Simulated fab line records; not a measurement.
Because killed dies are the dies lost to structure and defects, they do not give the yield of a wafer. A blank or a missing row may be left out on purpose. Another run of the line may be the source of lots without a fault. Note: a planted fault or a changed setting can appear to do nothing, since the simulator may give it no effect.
A struck lot beside a sound one	flow sky130	34 steps out of a route of 708
Sound: the wafers L312.2, L312.4, L312.5. Struck: wafer L319.3 (left out: L319.1, L319.4 of the same lot, which were not struck); the cause appears at the end.
Per side, at each step with rows, come the tool, then ch with its chambers, and then its first start. Under that, the readings that differ: sound wafers	struck wafers	difference of the means	sigmas: that difference in standard deviations of wafers without a fault.
alike: a reading whose means differ by less than 2 such deviations, as well as words and numbers matching on both sides. not compared: withheld readings; readings where some wafer has no value; bounds like >300 that might hide an equal value; numbers whose values overlap and for which the record gives no deviation.
The two part at a step that has a row with sigmas, a row that says differs or no value, or rows on one side only. Numbers that have no deviation but don't overlap get no sigmas and don't part them. A reading missing from all wafers of one side parts the sides only when that side holds two or more wafers.

first, 9 steps without rows for these wafers: SKY_METAL1_DEVELOP_14 (develop time 60 s); SKY_METAL1_DESCUM_17 (chemistry O2, time 8 s); SKY_METAL1_ETCH_18 (etches BARC in N2/H2, stops on SiO2, time 45.9 s, target depth 60 nm); SKY_METAL1_METAL_ETCH_19 (etches the open film in Cl2/BCl3, stops on SiO2, target depth 360 nm, time 78 s); SKY_METAL1_STRIP_20 (strips in O2/N2); SKY_METAL1_STRIP_21 (strips in post etch residue remover, time 1200 s); SKY_METAL1_CLEAN_22 (cleans in IPA, time 180 s); SKY_METAL1_CLEAN_23 (cleans in O3/DIW); SKY_VIA1_HDPCVD_00 (deposits SiO2, target thk 1030 nm, time 171.7 s).
SKY_VIA1_CMP_02: polishes SiO2.
  sound on cmp-01 ch 0,1,3, day 35 21:31; struck on cmp-01 ch 1, day 37 21:23
reading	sound	struck	difference	sigmas
model.SiO2_of_VIA1_HDPCVD_00.thk-nm (nm)	343 346.7 343.4	257.7	-86.7	
  alike: motor-current-A
SKY_VIA1_BOW_MEAS_03:
  sound: film-metro-04 at day 35 21:47; struck: film-metro-01 at day 37 21:58
  not compared: hold, VIA1_BOW
then, 8 steps without rows for these wafers: SKY_VIA1_HMDS_05 (prime time 60 s); SKY_VIA1_COAT_06 (resist thk 60 nm); SKY_VIA1_COAT_07 (resist thk 450 nm); SKY_VIA1_SOFTBAKE_08 (time 90 s); SKY_VIA1_EXPOSE_09 (exposes mask VIM, target cd 150 nm); SKY_VIA1_PEB_10; SKY_VIA1_DEVELOP_11 (develop time 60 s); SKY_VIA1_ETCH_14 (etches BARC in N2/H2, stops on SiO2, time 45.9 s, target depth 60 nm).
SKY_VIA1_ETCH_15: etches SiO2 in C4F8/O2/Ar, stops on TiN, target depth 351 nm, time 54 s.
  sound on rie-diel-04 ch 2,3, day 37 00:16; struck on rie-diel-02 ch 0, day 38 22:50
reading	sound	struck	difference	sigmas
oes-product-au (a.u.)	0.971 0.979 0.986	0.845	-0.134	-18
model.VIA1.feature-depth-nm (nm)	343 346.7 343.4	257.7	-86.7	
model.etch.depth-nm (nm)	343 346.7 343.4	257.7	-86.7	
  not compared: rf-hours-counter-h
then, 12 steps without rows for these wafers: SKY_VIA1_STRIP_16 (strips in O2/N2); SKY_VIA1_STRIP_17 (strips in post etch residue remover, time 1200 s); SKY_VIA1_CLEAN_18 (cleans in IPA, time 180 s); SKY_VIA1_CLEAN_19 (cleans in O3/DIW); SKY_VIA1_SPUTTER_20 (material TiN, target thk 20 nm, time 80 s); SKY_VIA1_CVD_21 (deposits W, target thk 270 nm, time 80.902 s); SKY_VIA1_CMP_24 (polishes, stops on SiO2, t overpolish 15 s, target thk 0 nm); SKY_METAL2_SPUTTER_00 (material Ti, target thk 15 nm, time 10 s); SKY_METAL2_SPUTTER_01 (material TiN, target thk 20 nm, time 16.7 s); SKY_METAL2_SPUTTER_02 (material AlCu, target thk 250 nm, time 13.3 s); SKY_METAL2_SPUTTER_03 (material Ti, target thk 5 nm, time 3.3 s); SKY_METAL2_SPUTTER_04 (material TiN, target thk 70 nm, time 58.3 s).
SKY_METAL2_METAL_ETCH_19: etches the open film in Cl2/BCl3, stops on SiO2, target depth 360 nm, time 78 s.
  sound on rie-metal-01 ch 0,1, day 38 04:13; struck on rie-metal-01 ch 0, day 40 01:22
reading	sound	struck	difference	sigmas
throttle-valve-pct (%)	22.279 22.281 22.268	22.237	-0.039	-4
model.SiO2_of_VIA1_HDPCVD_00.thk-nm (nm)	329 332.6 329.2	243.3	-87.0	
  alike: drypump-motor-current-A, oes-product-au
  not compared: rf-hours-counter-h
-- the record jumps here: 10 days lie between the struck wafers' starts before and after (it left off in module METAL2 and takes up again in module PAD_OPEN, whose first step shown is number 708 of the route) --
SKY_PAD_OPEN_PROBE_99:
  sound: prober-01 at day 48 07:19; struck: prober-02 at day 49 14:05
reading	sound	struck	difference	sigmas
killed-at-contacts	24 39 27	18	-12	-2
killed-at-front-end	10 4 9	19	+11	+2
killed-at-other	0 0 0	1	+1	+2
  alike: defect-limited-yield, killed_at_M0_to_M3, killed_at_M4_up, killed-dies, killed-open, killed-short, sort_bin_3_pad_short, sort_bin_5_function, sort_bin_6_memory, sort-n-pass, sort-yield-pct

## WHERE THEY PART
At SKY_VIA1_ETCH_15 first; at SKY_PAD_OPEN_PROBE_99 last (within this record only).

WHY: whatever the simulator had introduced
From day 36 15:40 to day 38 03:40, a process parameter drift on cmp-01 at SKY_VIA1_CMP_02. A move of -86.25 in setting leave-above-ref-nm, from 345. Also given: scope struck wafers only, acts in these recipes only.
